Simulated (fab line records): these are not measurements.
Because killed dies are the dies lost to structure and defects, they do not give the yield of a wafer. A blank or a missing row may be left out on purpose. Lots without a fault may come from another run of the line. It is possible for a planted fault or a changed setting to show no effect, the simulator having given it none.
A struck lot beside a sound one + flow sky130 + 36 steps out of a route of 708
Sound: wafers L565.1, L565.4, L565.6. Wafers struck: L555.3, L555.5, L555.6. At the end, the cause is stated.
For every step that has rows: the tool of each side, followed by ch and its chambers, followed by its first start. Under that, the readings that differ: sound wafers + struck wafers + difference of the means + sigmas: that difference in standard deviations of wafers without a fault.
alike: readings with means less than 2 such deviations apart, plus words and numbers identical on both sides. not compared: withheld readings, readings lacking a value on some wafer, bounds such as >300 that could conceal the same value, and numbers that have no deviation in the record and whose values overlap.
The two part at a step that has a row with sigmas, a row that says differs or no value, or rows on one side only. Non-overlapping numbers with no deviation appear without sigmas and do not part them. A reading missing from all wafers of one side parts the sides only when that side holds two or more wafers.

first, 10 steps without rows for these wafers: SKY_GATE_OXIDE_COAT_05 (resist thk 1140 nm); SKY_GATE_OXIDE_SOFTBAKE_06 (time 60 s); SKY_GATE_OXIDE_EXPOSE_07 (exposes mask LVOM, target cd 600 nm); SKY_GATE_OXIDE_PEB_08; SKY_GATE_OXIDE_DEVELOP_09 (develop time 60 s); SKY_GATE_OXIDE_IMPLANT_11; SKY_GATE_OXIDE_WET_ETCH_12 (etches SiO2 in dHF, target depth 16.8 nm, time 336 s); SKY_GATE_OXIDE_STRIP_13 (strips in O2/N2); SKY_GATE_OXIDE_CLEAN_15 (cleans in SC1/SC2, time 150 s); SKY_GATE_OXIDE_OXIDATION_16 (stabilise 600 s, purge 300 s, target thk 3.57 nm).
SKY_POLY_GATE_CVD_00: deposits poly-Si, target thk 180 nm, time 720 s.
  sound on lpcvd-01 ch 0, day 21 16:21; struck on lpcvd-01 ch 1, day 18 08:58
| reading                                      | sound             | struck            | difference | sigmas |
|----------------------------------------------|-------------------|-------------------|------------|--------|
| spikeTcCentreC (C)                           | 617.6 620.8 618.7 | 593.9 592.9 594.2 | -25.4      | -23    |
| spikeTcUpperC (C)                            | 618.4 617.2 619.1 | 622.2 624.2 624.0 | +5.2       | +5     |
| zonePowerCentrePct (%)                       | 9.7 9.7 9.7       | 4.3 4.4 4.4       | -5.3       | -13    |
| zonePowerLowerPct (%)                        | 8.90 9.04 8.89    | 12.15 12.19 12.17 | +3.23      | +12    |
| zonePowerUpperPct (%)                        | 9.19 9.08 9.04    | 11.36 11.43 11.73 | +2.40      | +27    |
| model.poly-Si_of_POLY_GATE_CVD_00.thkNm (nm) | 180.5 180.2 182.1 | 163.9 152.2 145.6 | -27.0      |        |
  alike: spikeTcTopC, susceptorTempC
SKY_POLY_GATE_THK_MEAS_01:
  struck on filmMetro-02, day 18 10:11; sound on filmMetro-02, day 21 17:33
| reading                   | sound             | struck            | difference | sigmas |
|---------------------------|-------------------|-------------------|------------|--------|
| POLY_GATE_CVD_00_THK (nm) | 180.5 180.0 182.3 | 163.9 152.4 145.6 | -27.0      | -19    |
then, 9 steps without rows for these wafers: SKY_RES_PROTECT_DEHYDRATE_00 (time 60 s); SKY_RES_PROTECT_HMDS_01 (prime time 60 s); SKY_RES_PROTECT_COAT_02 (resist thk 1140 nm); SKY_RES_PROTECT_SOFTBAKE_03 (time 60 s); SKY_RES_PROTECT_EXPOSE_04 (exposes mask RPM, target cd 1270 nm); SKY_RES_PROTECT_PEB_05; SKY_RES_PROTECT_DEVELOP_06 (develop time 60 s); SKY_POLY_GATE_IMPLANT_02; SKY_RES_PROTECT_STRIP_07 (strips in O2/N2).
SKY_RES_PROTECT_CLEAN_09: cleans in SC1/SC2, time 150 s.
  sound on wetBench-03 ch 3, day 22 22:47; struck on wetBench-03 ch 3, day 19 17:44
| reading                                      | sound             | struck            | difference | sigmas |
|----------------------------------------------|-------------------|-------------------|------------|--------|
| model.poly-Si_of_POLY_GATE_CVD_00.thkNm (nm) | 179.8 179.6 181.5 | 163.2 151.6 144.9 | -27.1      |        |
  alike: tempC
then, 11 steps without rows for these wafers: SKY_POLY_GATE_CVD_03 (deposits Si3N4 from DCS/NH3, target thk 75 nm, time 1290 s); SKY_POLY_GATE_DEHYDRATE_05 (time 60 s); SKY_POLY_GATE_HMDS_06 (prime time 60 s); SKY_POLY_GATE_COAT_07 (resist thk 110 nm); SKY_POLY_GATE_COAT_08 (resist thk 450 nm); SKY_POLY_GATE_SOFTBAKE_09 (time 90 s); SKY_POLY_GATE_EXPOSE_10 (exposes mask P1M, target cd 150 nm); SKY_POLY_GATE_PEB_11; SKY_POLY_GATE_DEVELOP_12 (develop time 60 s); SKY_POLY_GATE_ETCH_15 (etches BARC in N2/H2, stops on SiO2, time 118.5 s, target depth 110 nm); SKY_POLY_GATE_ETCH_16 (etches Si3N4 in CH3F/O2, stops on poly-Si, time 147.5 s, target depth 75 nm).
SKY_POLY_GATE_ETCH_17: etches poly-Si in HBr/Cl2, stops on SiO2, target depth 180 nm, time 70.5 s.
  sound on rieSi-02 ch 0,3, day 24 06:22; struck on rieSi-02 ch 2,3, day 21 02:41
| reading                             | sound             | struck            | difference | sigmas |
|-------------------------------------|-------------------|-------------------|------------|--------|
| oesProductAu (a.u.)                 | 0.982 0.986 0.987 | 0.926 0.883 0.852 | -0.098     | -17    |
| model.POLY_GATE.featureDepthNm (nm) | 178.4 178.2 179.9 | 163.2 151.6 144.9 | -25.6      |        |
| model.etch.depthNm (nm)             | 178.4 178.2 179.9 | 163.2 151.6 144.9 | -25.6      |        |
  alike: drypumpMotorCurrentA, throttleValvePct
  not compared: rfHoursCounterH
then, 1 step without rows for these wafers: SKY_POLY_GATE_STRIP_18 (strips in O2/N2).
-- record jumps: 28 days separate the struck wafers' starts on either side; left off in module POLY_GATE, taken up again in module PAD_OPEN, whose first shown step is the route's number 708 --
SKY_PAD_OPEN_PROBE_99:
  struck on prober-01, day 48 23:05; sound on prober-01, day 50 21:24
| reading                         | sound             | struck            | difference | sigmas |
|---------------------------------|-------------------|-------------------|------------|--------|
| model.etest.resHighPo.lineOhmUm | 726.2 750.1 728.3 | 811.9 860.5 882.2 | +116.7     |        |
| model.etest.resPoly.lineOhmUm   | 504.4 518.3 516.3 | 562.6 588.3 622.1 | +78.0      |        |
| model.etest.resHighPo.rsOhmSq   | 257.7 257.1 256.4 | 284.5 301.6 308.8 | +41.2      |        |
| model.etest.resPoly.rsOhmSq     | 48.54 48.44 48.2  | 52.55 55.84 58.41 | +7.21      |        |
| model.etest.capLiToPoly.cAfUm2  | 102.8 99.09 97.77 | 94.41 91.96 91.21 | -7.36      |        |
  alike: killed_at_M0_to_M3, killed_at_M4_up, killedAtContacts, killedAtFrontEnd, killedAtOther, killedDies, killedOpen, killedShort

WHERE THEY PART
Last at SKY_POLY_GATE_ETCH_17 as far as this record goes, first at SKY_POLY_GATE_CVD_00. Later steps at which nothing parts them and some readings are alike: SKY_PAD_OPEN_PROBE_99.

WHY: what the simulator had put in
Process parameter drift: lpcvd-01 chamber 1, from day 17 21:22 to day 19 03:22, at SKY_POLY_GATE_CVD_00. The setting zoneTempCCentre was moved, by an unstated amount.
